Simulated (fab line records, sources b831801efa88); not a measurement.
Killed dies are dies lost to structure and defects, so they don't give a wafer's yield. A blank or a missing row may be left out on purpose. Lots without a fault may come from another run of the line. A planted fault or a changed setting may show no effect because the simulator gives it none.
fab line records | flow sky130
record lots=11 wafers=33 last_day=50
route steps=708 shown METAL2@488 VIA2@509 PAD_OPEN@708
lots that met no fault: from a run of the same line without faults
start_h: hours from the record's first day to the start of the lot's first wafer shown | wait_h: hours since the lot's step before | " the same as in the row above | L1.1+2: a row that stands for several wafers | - no value, or no start given | * or withheld: withheld | < > ~ a bound
route shown NAME@n: a module of which the file shows steps, and the number in the route of the first | usual: mean/standard deviation of fault-free wafers | same: alike in all rows | chamber/n: place in a boat | sites: the reading at each site | _std_site: their standard deviation | _edge_site: outer sites' mean less inner sites' | radius_mm: how far each site lies from the wafer's centre | mask NAME#n: copy n | behind: the tool/chamber that last shaped the wafer | hold: why the lot was held/for how many hours/how that ended | device: the transistor (n, p or np) that didn't switch | end of line: the same wafers' tests at the end of the route | a step without rows: its recipe alone | killed: dies lost to structure and defects at the first sort, not the wafer's yield | map: a wafer's dies, x killed, . not, _ none there
set.NAME: the setting as run; set.NAME@STEP: as run at that earlier step | model.NAME: the simulator's own value behind a step, which no gauge read
steps of the route over a sample of lots; a table a step, a row a wafer
services: from which hour (start_h, from the record's first day; less than 0 if before it) a tool's chamber was out of use, for how many hours, and why
## steps
# step SKY_METAL2_RS_MEAS_05
# recipe thk_meas_gauge=four-point-probe reads=TiN_of_METAL2_SPUTTER_04+Ti_of_METAL2_SPUTTER_03+AlCu_of_METAL2_SPUTTER_02+TiN_of_METAL2_SPUTTER_01+Ti_of_METAL2_SPUTTER_00
# usual METAL2_ALCU_RS=0.1265/0.0021
# columns lot.wafer tool chamber start_h wait_h METAL2_ALCU_RS[ohm/sq]
L499.2 film_metro-01 - 805.08 0.0 0.1306
L499.3 " - " " 0.1281
L499.4 " - " " 0.1295
L500.4 film_metro-01 - 811.59 0.1 0.1287
L500.5 " - " " 0.1261
L500.6 " - " " 0.1279
L501.3 film_metro-02 - 820.48 0.1 0.1273
L501.4 " - " " 0.1274
L501.5 " - " " 0.1274
L502.3 film_metro-01 - 828.39 0.1 0.1277
L502.5 " - " " 0.1260
L502.6 " - " " 0.1282
L503.1 film_metro-04 - 838.65 0.0 0.1263
L503.4 " - " " 0.1258
L503.6 " - " " 0.1259
L504.1 film_metro-02 - 848.37 0.0 0.1265
L504.3 " - " " 0.1288
L504.5 " - " " 0.1300
L506.1 film_metro-02 - 862.49 0.0 0.1313
L506.2 " - " " 0.1276
L506.3 " - " " 0.1302
L507.1 film_metro-02 - 862.84 0.0 0.1274
L507.4 " - " " 0.1237
L507.6 " - " " 0.1287
L512.3 film_metro-01 - 899.18 0.1 0.1275
L512.5 " - " " 0.1270
L512.6 " - " " 0.1254
L514.2 film_metro-02 - 919.79 0.0 0.1258
L514.5 " - " " 0.1273
L514.6 " - " " 0.1253
L521.2 film_metro-02 - 968.62 0.0 0.1265
L521.3 " - " " 0.1260
L521.5 " - " " 0.1262
# step SKY_METAL2_DESCUM_17
# recipe chemistry=O2 source_power_w=150 bias_power_w=0 pressure_mtorr=10 temp_c=40 time_s=8
# usual drypump_motor_current_A=5.7/0.33 oes_product_au=0.999/0.014 rf_fwd_power_W=146.6/0.57
# columns lot.wafer tool chamber start_h wait_h drypump_motor_current_A oes_product_au rf_fwd_power_W rf_hours_counter_h
L499.2 rie_metal-04 1 832.14 0.0 5.5 1.004 146.0 18
L499.3 " 0 " " 6.1 1.001 147.2 -
L499.4 " 1 " " 5.5 1.010 146.1 -
L500.4 rie_metal-01 0 837.68 0.0 5.3 1.014 147.2 -
L500.5 " 1 " " 6.0 0.976 146.1 -
L500.6 " 0 " " 5.3 1.016 146.4 -
L501.3 rie_metal-01 0 846.85 0.0 5.3 1.010 145.7 -
L501.4 " 1 " " 6.0 0.966 147.0 -
L501.5 " 0 " " 5.3 1.007 145.5 -
L502.3 rie_metal-02 0 855.18 0.0 5.9 1.007 147.2 -
L502.5 " 1 " " 5.3 0.994 146.5 -
L502.6 " 0 " " 5.9 1.020 148.1 -
L503.1 rie_metal-02 0 864.32 0.0 6.0 1.016 146.8 7
L503.4 " 1 " " 5.3 0.973 146.0 -
L503.6 " 1 " " 5.3 0.980 146.3 -
L504.1 rie_metal-02 1 873.15 0.0 5.3 0.990 147.2 4
L504.3 " 0 " " 6.0 1.026 146.9 -
L504.5 " 0 " " 5.9 1.021 146.6 -
L506.1 rie_metal-04 1 887.75 0.0 5.5 1.003 146.5 1
L506.2 " 0 " " 6.1 0.991 147.2 18
L506.3 " 1 " " 5.5 1.004 146.1 -
L507.1 rie_metal-02 0 888.81 0.0 6.0 1.009 147.4 8
L507.4 " 0 " " 6.0 1.006 147.5 -
L507.6 " 0 " " 6.0 1.005 147.2 -
L512.3 rie_metal-01 1 923.80 0.0 6.0 0.982 146.9 -
L512.5 " 1 " " 6.1 0.996 146.4 -
L512.6 " 0 " " 5.4 1.006 146.5 -
L514.2 rie_metal-02 1 943.99 0.0 5.3 0.989 147.1 7
L514.5 " 1 " " 5.3 0.984 147.2 -
L514.6 " 0 " " 6.0 1.020 147.3 -
L521.2 rie_metal-01 0 992.40 0.0 5.3 1.006 146.4 13
L521.3 " 0 " " 5.3 1.006 146.7 -
L521.5 " 0 " " 5.3 1.012 147.0 -
# step SKY_METAL2_METAL_ETCH_19
# recipe target_depth_a=3600 stop_on=SiO2 over_etch_frac=0.3 time_s=78 chemistry=Cl2/BCl3 resist_sidewall_deg=88 pressure_mtorr=10 icp_w=900 bias_w=48.5 Cl2_flow_sccm=60 bcl3_flow_sccm=30
# usual drypump_motor_current_A=5.7/0.33 mfc_cl2_sccm=60.00/0.16 oes_product_au=0.854/0.0063 rf_fwd_power_W=892/3.3 throttle_valve_pct=22.263/0.0097
# columns lot.wafer tool chamber start_h wait_h drypump_motor_current_A mfc_cl2_sccm oes_product_au rf_fwd_power_W rf_hours_counter_h throttle_valve_pct
L499.2 rie_metal-04 1 832.24 0.0 5.5 60.04 0.846 891 18 22.265
L499.3 " 0 " " 6.2 60.04 0.856 895 - 22.258
L499.4 " 1 " " 5.5 60.26 0.843 896 - 22.266
L500.4 rie_metal-01 0 837.79 0.1 5.3 60.29 0.849 890 - 22.271
L500.5 " 1 " " 6.1 59.97 0.851 890 - 22.262
L500.6 " 0 " " 5.3 60.12 0.845 887 - 22.254
L501.3 rie_metal-01 0 846.96 0.1 5.3 60.29 0.861 889 - 22.279
L501.4 " 1 " " 6.1 59.84 0.854 888 - 22.250
L501.5 " 0 " " 5.3 60.13 0.857 890 - 22.266
L502.3 rie_metal-02 0 855.29 0.1 5.9 60.22 0.849 890 - 22.262
L502.5 " 1 " " 5.3 59.96 0.857 895 - 22.285
L502.6 " 0 " " 5.9 60.00 0.861 892 - 22.258
L503.1 rie_metal-02 0 864.41 0.0 6.0 59.95 0.853 897 7 22.256
L503.4 " 1 " " 5.3 60.15 0.850 892 - 22.248
L503.6 " 1 " " 5.3 59.88 0.857 893 - 22.251
L504.1 rie_metal-02 1 873.24 0.0 5.4 59.92 0.848 891 4 22.265
L504.3 " 0 " " 5.9 60.16 0.854 894 - 22.264
L504.5 " 0 " " 5.9 60.12 0.845 893 - 22.259
L506.1 rie_metal-04 1 887.84 0.0 5.5 59.88 0.842 890 1 22.270
L506.2 " 0 " " 6.2 59.68 0.849 892 18 22.260
L506.3 " 1 " " 5.5 60.00 0.841 894 - 22.266
L507.1 rie_metal-02 0 888.90 0.0 5.9 60.08 0.854 891 8 22.253
L507.4 " 0 " " 6.0 60.14 0.865 895 - 22.268
L507.6 " 0 " " 5.9 60.06 0.846 889 - 22.249
L512.3 rie_metal-01 1 923.91 0.1 6.0 60.04 0.851 890 - 22.268
L512.5 " 1 " " 6.1 60.06 0.853 888 - 22.247
L512.6 " 0 " " 5.3 60.00 0.852 885 - 22.284
L514.2 rie_metal-02 1 944.08 0.0 5.4 60.29 0.859 894 7 22.277
L514.5 " 1 " " 5.3 60.09 0.847 897 - 22.267
L514.6 " 0 " " 5.9 60.17 0.861 894 - 22.259
L521.2 rie_metal-01 0 992.49 0.0 5.3 59.97 0.853 889 13 22.259
L521.3 " 0 " " 5.3 59.98 0.847 886 - 22.273
L521.5 " 0 " " 5.3 59.77 0.852 884 - 22.279
# step SKY_VIA2_CMP_02
# recipe material=SiO2 down_force_psi=4 platen_rpm=60 pad_velocity_m_s=0.94248
# usual edge_zone_pressure_frac=1.000/0.0052 motor_current_A=11.8/1.3 platen_rpm=60.00/0.041
# columns lot.wafer tool chamber start_h wait_h edge_zone_pressure_frac motor_current_A platen_rpm
L499.2 cmp-01 2 833.28 0.1 1.003 12.4 60.01
L499.4 " 3 " " 0.991 10.3 60.02
L499.3 " 1 " " 1.011 12.7 59.98
L500.4 cmp-01 1 838.78 0.2 1.009 12.5 59.97
L500.5 " 2 " " 1.006 11.9 60.00
L500.6 " 3 " " 1.001 10.9 60.02
L501.4 cmp-02 1 848.29 0.0 1.003 12.0 59.98
L501.3 " 2 " " 1.003 12.9 60.06
L501.5 " 2 " " 1.015 13.3 60.03
L502.3 cmp-02 0 856.18 0.1 0.994 9.1 60.03
L502.5 " 3 " " 1.006 13.2 60.06
L502.6 " 0 " " 0.996 9.2 59.91
L503.1 cmp-02 2 865.37 0.1 1.002 13.7 60.02
L503.4 " 0 " " 0.997 9.0 59.89
L503.6 " 2 " " 1.009 12.9 60.03
L504.3 cmp-01 3 874.22 0.1 0.991 11.4 59.96
L504.1 " 0 " " 0.993 10.4 59.98
L504.5 " 2 " " 1.006 11.9 59.95
L506.2 cmp-01 0 888.71 0.0 1.004 10.2 59.96
L506.1 " 2 " " 1.006 12.5 60.00
L506.3 " 3 " " 0.993 10.4 60.07
L507.1 cmp-01 2 889.83 0.1 0.993 11.9 60.01
L507.4 " 3 " " 1.007 10.8 60.06
L507.6 " 2 " " 0.995 12.1 59.98
L512.3 cmp-02 3 924.76 0.0 1.005 11.7 60.08
L512.6 " 3 " " 1.002 12.4 60.04
L512.5 " 0 " " 0.998 9.3 59.98
L514.2 cmp-01 2 945.00 0.1 1.002 11.9 59.99
L514.5 " 1 " " 1.003 13.3 60.07
L514.6 " 2 " " 1.000 11.8 59.99
L521.3 cmp-02 0 993.39 0.0 0.997 9.5 60.05
L521.2 " 3 " " 1.001 12.9 59.97
L521.5 " 1 " " 1.007 12.4 53.98
# step SKY_PAD_OPEN_PROBE_99
# usual defect_limited_yield=82.9/2.2 killed_at_M0_to_M3=42/7 killed_at_M4_up=2.8/1.8 killed_at_contacts=24/5.8 killed_at_front_end=15/4.8 killed_at_other=0.3/0.56 killed_dies=84/11 killed_open=46/7.8 killed_short=38/6.3 sort_bin_3_pad_short=0.8/0.43 sort_bin_5_function=10.2/1.6 sort_bin_6_memory=6.0/1.1 sort_n_pass=408/11 sort_yield_pct=82.9/2.2
# same gross_dies=492 killed_at_back_side=0 sort_bin_4_leakage[%]=0 sort_bin_8_speed[%]=0
# columns lot.wafer tool chamber start_h wait_h defect_limited_yield[%] killed_at_M0_to_M3 killed_at_M4_up killed_at_contacts killed_at_front_end killed_at_other killed_dies killed_open killed_short sort_bin_3_pad_short[%] sort_bin_5_function[%] sort_bin_6_memory[%] sort_n_pass sort_yield_pct[%]
L507.1 prober-02 - 1129.69 0.1 84.1 50 4 11 13 0 78 53 25 0.2 8.3 7.3 414 84.1
L507.4 prober-02 - 1129.84 0.2 79.5 57 3 33 8 0 101 53 48 0.8 12.0 7.7 391 79.5
L507.6 prober-02 - 1129.94 0.2 83.1 34 3 30 15 1 83 43 40 1.0 10.0 5.9 409 83.1
L512.3 prober-01 - 1157.71 0.2 83.7 37 2 30 9 2 80 49 31 0.6 9.6 6.1 412 83.7
L512.5 prober-01 - 1157.81 0.2 82.5 46 5 21 12 2 86 46 38 1.2 9.8 6.5 406 82.5
L512.6 prober-01 - 1157.86 0.2 81.7 43 1 30 15 1 90 52 37 1.0 12.0 5.3 402 81.7
# killed by level:class
L507.1 VIA1:geometric_particle:open=17 VIA3:geometric_particle:open=7 VIA2:geometric_particle:open=6 METAL2:geometric_particle:short=5 CONTACT:geometric_particle:open=5 FIELD_ISO:geometric_particle:open=4 LI_CONTACT:geometric_particle:open=4 METAL1:geometric_particle:short=4
L507.4 VIA3:geometric_particle:open=11 CONTACT:geometric_particle:open=9 LI_CONTACT:geometric_particle:open=9 VIA1:geometric_particle:open=9 VIA1:geometric_particle:short=8 VIA2:geometric_particle:open=7 LOCAL_INTERCONNECT:geometric_particle:short=6 METAL1:geometric_particle:short=6
L507.6 CONTACT:geometric_particle:open=11 LI_CONTACT:geometric_particle:open=8 VIA3:geometric_particle:open=8 METAL2:geometric_particle:short=7 VIA1:geometric_particle:open=5 POLY_GATE:geometric_particle:short=4 SPACER:geometric_particle:short=4 VIA1:geometric_particle:short=4
L512.3 CONTACT:geometric_particle:open=12 VIA1:geometric_particle:open=9 LI_CONTACT:geometric_particle:open=8 VIA3:geometric_particle:open=7 CONTACT:geometric_particle:short=6 VIA1:geometric_particle:short=5 POLY_GATE:geometric_particle:short=3 METAL1:geometric_particle:short=3
L512.5 VIA1:geometric_particle:open=15 VIA2:geometric_particle:open=9 VIA3:geometric_particle:open=6 CONTACT:geometric_particle:short=5 CONTACT:geometric_particle:open=5 LOCAL_INTERCONNECT:geometric_particle:short=4 LI_CONTACT:geometric_particle:short=3 LI_CONTACT:geometric_particle:open=3
L512.6 VIA1:geometric_particle:open=13 LI_CONTACT:geometric_particle:open=10 LOCAL_INTERCONNECT:geometric_particle:short=7 FIELD_ISO:geometric_particle:open=6 CONTACT:geometric_particle:short=6 CONTACT:geometric_particle:open=6 METAL1:geometric_particle:short=6 VIA3:geometric_particle:open=6
## services
# columns tool chamber start_h hours kind
rie_metal-02 - 819.87 4.3 pm
cmp-01 - 822.05 5.3 repair
rie_metal-04 1 841.74 - clean
rie_metal-04 1 841.74 19.3 scheduled_down
rie_metal-04 1 841.74 19.3 vent_cycle
cmp-02 - 850.26 5.0 pm
rie_metal-01 1 852.08 - clean
rie_metal-01 1 852.08 20.0 scheduled_down
rie_metal-01 1 852.08 20.0 vent_cycle
cmp-01 - 869.18 3.9 pm
cmp-02 - 873.09 6.1 pm
rie_metal-02 - 875.61 0.7 repair
rie_metal-04 - 889.96 2.8 pm
rie_metal-04 0 910.49 - clean
rie_metal-04 0 910.49 17.5 scheduled_down
rie_metal-04 0 910.49 17.5 vent_cycle
cmp-02 - 912.26 4.0 pm
cmp-02 - 916.26 - consumable_replace:conditioner
cmp-02 - 916.26 - consumable_replace:pad
cmp-01 - 938.92 1.6 repair
cmp-01 - 950.98 0.6 repair
rie_metal-04 0 951.34 7.3 repair
rie_metal-01 - 967.93 4.3 pm
cmp-02 - 989.11 1.9 repair
## key
first_sign step=SKY_VIA2_CMP_02 reading=platen_rpm direction=down sigmas=99+ usual=60.00 struck=53.98
effect none on later readings
met_at SKY_VIA2_CMP_02
struck_lots L521
struck_wafers L521.5
not_acting_at SKY_METAL2_RS_MEAS_05,SKY_METAL2_DESCUM_17,SKY_METAL2_METAL_ETCH_19
onset_between 848.29 993.39
fault kind=process_parameter_drift tool=cmp-02 chamber=1 onset_h=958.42 steps=SKY_VIA2_CMP_02 channel=platen_rpm offset=-6 shape=step end_h=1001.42 acts_in=these_recipes_only stated=60
